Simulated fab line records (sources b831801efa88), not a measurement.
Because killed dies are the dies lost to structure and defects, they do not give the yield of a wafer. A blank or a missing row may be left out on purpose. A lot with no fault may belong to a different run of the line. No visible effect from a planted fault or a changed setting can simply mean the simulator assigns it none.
Which of the tools did it? + flow sky130 + 11 lots with 33 wafers sampled at 5 steps, on a route of 708 steps

WHAT EACH GAUGE READ, for each wafer
SKY_VIA1_BOW_MEAS_03. Usual: VIA1_BOW 80 um, standard deviation 7.2.
| lot  | measured     | on           | VIA1_BOW (um) | flag |
|------|--------------|--------------|---------------|------|
| L800 | day 34 09:10 | filmMetro-01 | 87 85 77      |      |
| L802 | day 35 01:19 | filmMetro-02 | 77 89 90      |      |
| L803 | day 35 01:56 | filmMetro-04 | 79 84 87      |      |
| L805 | day 35 21:08 | filmMetro-02 | 89 79 89      |      |
| L808 | day 36 19:55 | filmMetro-04 | 86 83 79      |      |
| L810 | day 37 07:03 | filmMetro-04 | 75 88 82      |      |
| L813 | day 38 07:14 | filmMetro-04 | 79 79 84      |      |
| L814 | day 38 11:52 | filmMetro-04 | 82 87 86      |      |
| L817 | day 39 09:28 | filmMetro-01 | 87 90 89      |      |
| L818 | day 39 19:28 | filmMetro-01 | 77 72 89      |      |
| L822 | day 40 11:05 | filmMetro-01 | 79 92 89      |      |

SKY_METAL2_RS_MEAS_05: the measuring method here is four-point-probe. Usual: METAL2_ALCU_RS 0.1262 ohm/sq, standard deviation 0.0014.
| lot  | measured     | on           | METAL2_ALCU_RS (ohm/sq)                   | flag |
|------|--------------|--------------|-------------------------------------------|------|
| L800 | day 35 14:15 | filmMetro-03 | 0.1255 0.1267 0.1274                      |      |
| L802 | day 36 06:08 | filmMetro-02 | 0.1246 0.1252 0.1260                      |      |
| L803 | day 36 06:49 | filmMetro-04 | 0.1276 0.1255 0.1263                      |      |
| L805 | day 37 01:04 | filmMetro-03 | 0.1257 0.1266 0.1279                      |      |
| L808 | day 37 23:41 | filmMetro-03 | 0.1267 0.1252 0.1252                      |      |
| L810 | day 38 11:19 | filmMetro-04 | 0.1256 0.1277 0.1258                      |      |
| L813 | day 39 10:31 | filmMetro-04 | 0.1266 0.1235 0.1252 0.1267 0.1239 0.1256 |      |
| L814 | day 39 15:22 | filmMetro-02 | 0.1255 0.1242 0.1272 0.1255 0.1242 0.1272 |      |
| L817 | day 40 12:20 | filmMetro-04 | 0.1267 0.1248 0.1243                      |      |
| L818 | day 40 21:42 | filmMetro-04 | 0.1259 0.1250 0.1269                      |      |
| L822 | day 41 13:20 | filmMetro-02 | 0.1253 0.1249 0.1264                      |      |

TOOL THAT RAN EACH LOT (tool first, then ch and the chambers of the sampled wafers, then the start)
| lot  | SKY_VIA1_ETCH_14                  | SKY_VIA1_CVD_21              | SKY_METAL2_SPUTTER_04       |
|------|-----------------------------------|------------------------------|-----------------------------|
| L800 | rieDiel-02 ch 0,1,3, day 35 12:48 | cvdW-01 ch 0,1, day 35 13:32 | pvdSputter-01, day 35 14:12 |
| L802 | rieDiel-03 ch 0,1,3, day 36 04:38 | cvdW-01 ch 0,1, day 36 05:25 | pvdSputter-01, day 36 06:06 |
| L803 | rieDiel-02 ch 0,1,3, day 36 05:18 | cvdW-02 ch 0,1, day 36 06:05 | pvdSputter-03, day 36 06:44 |
| L805 | rieDiel-04 ch 0,2,3, day 36 23:30 | cvdW-01 ch 0,1, day 37 00:21 | pvdSputter-02, day 37 01:01 |
| L808 | rieDiel-02 ch 0,2,3, day 37 22:00 | cvdW-01 ch 0,1, day 37 22:44 | pvdSputter-03, day 37 23:37 |
| L810 | rieDiel-03 ch 0,3, day 38 09:51   | cvdW-01 ch 0,1, day 38 10:35 | pvdSputter-01, day 38 11:15 |
| L813 | rieDiel-04 ch 0,2,3, day 39 09:00 | cvdW-02 ch 0,1, day 39 09:46 | pvdSputter-03, day 39 10:24 |
| L814 | rieDiel-02 ch 1,2,3, day 39 13:39 | cvdW-01 ch 0,1, day 39 14:25 | pvdSputter-03, day 39 15:16 |
| L817 | rieDiel-04 ch 1,3, day 40 10:51   | cvdW-02 ch 0,1, day 40 11:37 | pvdSputter-01, day 40 12:15 |
| L818 | rieDiel-02 ch 1,2, day 40 20:11   | cvdW-01 ch 0,1, day 40 20:57 | pvdSputter-01, day 40 21:35 |
| L822 | rieDiel-02 ch 1,2, day 41 11:30   | cvdW-02 ch 0,1, day 41 12:19 | pvdSputter-02, day 41 13:14 |
- SKY_VIA1_ETCH_14: etches BARC in N2/H2, stops on SiO2, time 45.9 s, target depth 60 nm.
- SKY_VIA1_CVD_21: deposits W, target thk 270 nm, time 80.902 s.
- SKY_METAL2_SPUTTER_04: material TiN, target thk 70 nm, time 58.3 s.

AS READ BY THE TOOLS THEMSELVES (means over the sampled wafers that have a number; for cases with no such wafer, the mark the record gives instead)
SKY_VIA1_ETCH_14. Usual: drypumpMotorCurrentA 5.6 A, standard deviation 0.44; n2FlowSccm 99.98 sccm, standard deviation 0.3; oesProductAu 0.855 a.u., standard deviation 0.0053; throttleValvePct 13.225 %, standard deviation 0.0092.
| lot  | tool       | drypumpMotorCurrentA (A) | n2FlowSccm (sccm) | oesProductAu (a.u.) | throttleValvePct (%) | flag |
|------|------------|--------------------------|-------------------|---------------------|----------------------|------|
| L800 | rieDiel-02 | 5.2                      | 100.18            | 0.855               | 13.229               |      |
| L802 | rieDiel-03 | 6.0                      | 100.14            | 0.854               | 13.227               |      |
| L803 | rieDiel-02 | 5.2                      | 100.17            | 0.854               | 13.223               |      |
| L805 | rieDiel-04 | 5.8                      | 100.11            | 0.853               | 13.219               |      |
| L808 | rieDiel-02 | 5.5                      | 100.20            | 0.857               | 13.210               |      |
| L810 | rieDiel-03 | 5.8                      | 99.84             | 0.854               | 13.222               |      |
| L813 | rieDiel-04 | 5.8                      | 100.20            | 0.854               | 13.218               |      |
| L814 | rieDiel-02 | 5.4                      | 99.96             | 0.854               | 13.226               |      |
| L817 | rieDiel-04 | 5.5                      | 99.61             | 0.855               | 13.228               |      |
| L818 | rieDiel-02 | 5.6                      | 99.86             | 0.851               | 13.223               |      |
| L822 | rieDiel-02 | 5.3                      | 99.94             | 0.853               | 13.219               |      |

SKY_VIA1_CVD_21. Usual: heaterPowerW reads 853 W (standard deviation 57).
| lot  | tool    | heaterPowerW (W) | flag |
|------|---------|------------------|------|
| L800 | cvdW-01 | 845              |      |
| L802 | cvdW-01 | 839              |      |
| L803 | cvdW-02 | 911              |      |
| L805 | cvdW-01 | 841              |      |
| L808 | cvdW-01 | 832              |      |
| L810 | cvdW-01 | 843              |      |
| L813 | cvdW-02 | 925              |      |
| L814 | cvdW-01 | 758              |      |
| L817 | cvdW-02 | 909              |      |
| L818 | cvdW-01 | 759              |      |
| L822 | cvdW-02 | 908              |      |

SKY_METAL2_SPUTTER_04. Usual: throttleValvePct reads 30.4 % (standard deviation 1.3).
| lot  | tool          | throttleValvePct (%) | flag |
|------|---------------|----------------------|------|
| L800 | pvdSputter-01 | 31.6                 |      |
| L802 | pvdSputter-01 | 31.5                 |      |
| L803 | pvdSputter-03 | 28.7                 |      |
| L805 | pvdSputter-02 | 29.8                 |      |
| L808 | pvdSputter-03 | 30.0                 |      |
| L810 | pvdSputter-01 | 31.5                 |      |
| L813 | pvdSputter-03 | 29.0                 |      |
| L814 | pvdSputter-03 | 29.2                 |      |
| L817 | pvdSputter-01 | 31.4                 |      |
| L818 | pvdSputter-01 | 31.2                 |      |
| L822 | pvdSputter-02 | 29.5                 |      |

THE ANSWER, worked out from the rows above alone
Rule: a lot is off if the mean of its wafers that have a number lies more than 3 standard deviations from the usual mean. Also off: a lot with no number at a reading for which 4 or more lots have one. The other lots that the step has rows for count as sound. After the gauges, taken in route order, come the tools' own readings; for these a lot's mean is taken, as printed above. At the first step where some lot is off, the reading lying furthest off is the one used; lots without a number count as furthest.
None of the lots is off at any reading shown; this tells nothing.

WHAT THE SIMULATOR HAD PUT IN
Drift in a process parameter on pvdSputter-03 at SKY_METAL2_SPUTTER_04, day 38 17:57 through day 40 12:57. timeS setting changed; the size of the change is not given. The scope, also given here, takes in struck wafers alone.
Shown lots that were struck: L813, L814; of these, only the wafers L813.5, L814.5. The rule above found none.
